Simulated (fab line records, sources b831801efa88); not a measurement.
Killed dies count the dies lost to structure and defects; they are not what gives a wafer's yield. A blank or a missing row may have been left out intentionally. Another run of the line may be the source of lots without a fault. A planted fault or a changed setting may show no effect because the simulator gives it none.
Problem report in the 8D (eight disciplines) form, filled by code || flow gf180mcu || the parts of the form that need people (team, actions taken, sign-off) are left out

1. WHAT IS WRONG
A mean of 98.20 W is read at GF_V3_SOFTBAKE_10 for heater_power_total_W, taken on 1 wafer of 1 lot, against 93.05 W (standard deviation 0.061) on wafers free of any fault. That puts it +84 standard deviations away from the usual mean.
The step: time 60 s.
First seen on wafer L820.5, day 26 01:00, on litho_track-03. The record has a number at this step for 32 wafers belonging to 11 lots. By rule, "out" or "out of limits" means more than 4 standard deviations away from the usual mean. Any other wafer with a number is counted as sound.

2. WHAT IT IS; WHAT IT IS NOT
{"question": "which readings at this step", "is": "heater_power_total_W, run_length_s", "is not": "chill_plate_temp_C, exhaust_pa"}
{"question": "which lots", "is": "L820", "is not": "L809, L810, L824, L825, L826, L828, L829, L830, L831, L832"}
{"question": "which wafers of those lots", "is": "L820.5", "is not": "L820.6"}
{"question": "read on which tools", "is": "litho_track-03", "is not": "litho_track-01, litho_track-02"}
{"question": "when", "is": "from day 26 01:00", "is not": "up to then (7 sound wafers); but 24 sound wafers of L824, L825, L826, L828, L829, L830, L831, L832 came after"}

3. THE SUSPECTS, EACH WITH WHAT RULES IT OUT
Counting: a tool at a process step up to the reading stays a suspect if it ran every lot that is out. Sound lots after the first of them don't rule it out here, since some wafers of a struck lot are sound.
- rie_diel-02 at GF_V2_ETCH_16 (etches BARC in N2/H2): kept. It ran the lot that is out, L820 (day 24 12:53).
- plasma_asher-02 at GF_V2_STRIP_18 (strips in O2/N2): kept. It ran the lot that is out, L820 (day 24 13:04).
- litho_track-03 at GF_V3_SOFTBAKE_10 (time 60 s): kept. It ran the lot that is out, L820 (day 26 01:00); its last sound lot up to then is L810 (day 22 13:00). Out on those wafers are its own readings of heater_power_total_W, run_length_s.
- The sound lot-mates ran in chamber 3 of rie_diel-02 at GF_V2_ETCH_16, but the wafers that are out ran in chamber 2.
- The sound lot-mates ran in chamber 0 of plasma_asher-02 at GF_V2_STRIP_18, but the wafers that are out ran in chamber 1.
After the count, these remain: rie_diel-02 at GF_V2_ETCH_16, plasma_asher-02 at GF_V2_STRIP_18 and litho_track-03 at GF_V3_SOFTBAKE_10.

4. THE CAUSE (what the simulator had put in)
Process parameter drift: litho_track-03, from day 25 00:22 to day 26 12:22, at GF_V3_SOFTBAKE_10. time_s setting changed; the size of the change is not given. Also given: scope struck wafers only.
Counting left 3 suspects, and this tool is among them.

5. SEQUENCE OF EFFECTS, ordered by route
Each row: a reading where the mean over the struck wafers with a number is more than 3 standard deviations away from the usual. Readings are gone through only where the record gives a usual standard deviation; hours: the median, over the lots, of the time from a lot's start at the first step in this table giving one to that lot's start at this step; sigmas: the change measured in usual standard deviations.
{"hours": 0, "step": "GF_V3_SOFTBAKE_10", "reading": "heater_power_total_W", "usual": "93.05 W", "on struck wafers": 98.20, "change": "+5.15", "sigmas": "+84"}
{"hours": 0, "step": "GF_V3_SOFTBAKE_10", "reading": "run_length_s", "usual": "89.13 s", "on struck wafers": 80.28, "change": -8.85, "sigmas": -74}
The process steps in it:
- GF_V3_SOFTBAKE_10: time 60 s.

6. WHAT WOULD HAVE CAUGHT IT SOONER
In this record no reading fell out of limits until day 26 01:00, 25 hours after the fault had begun at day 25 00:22.
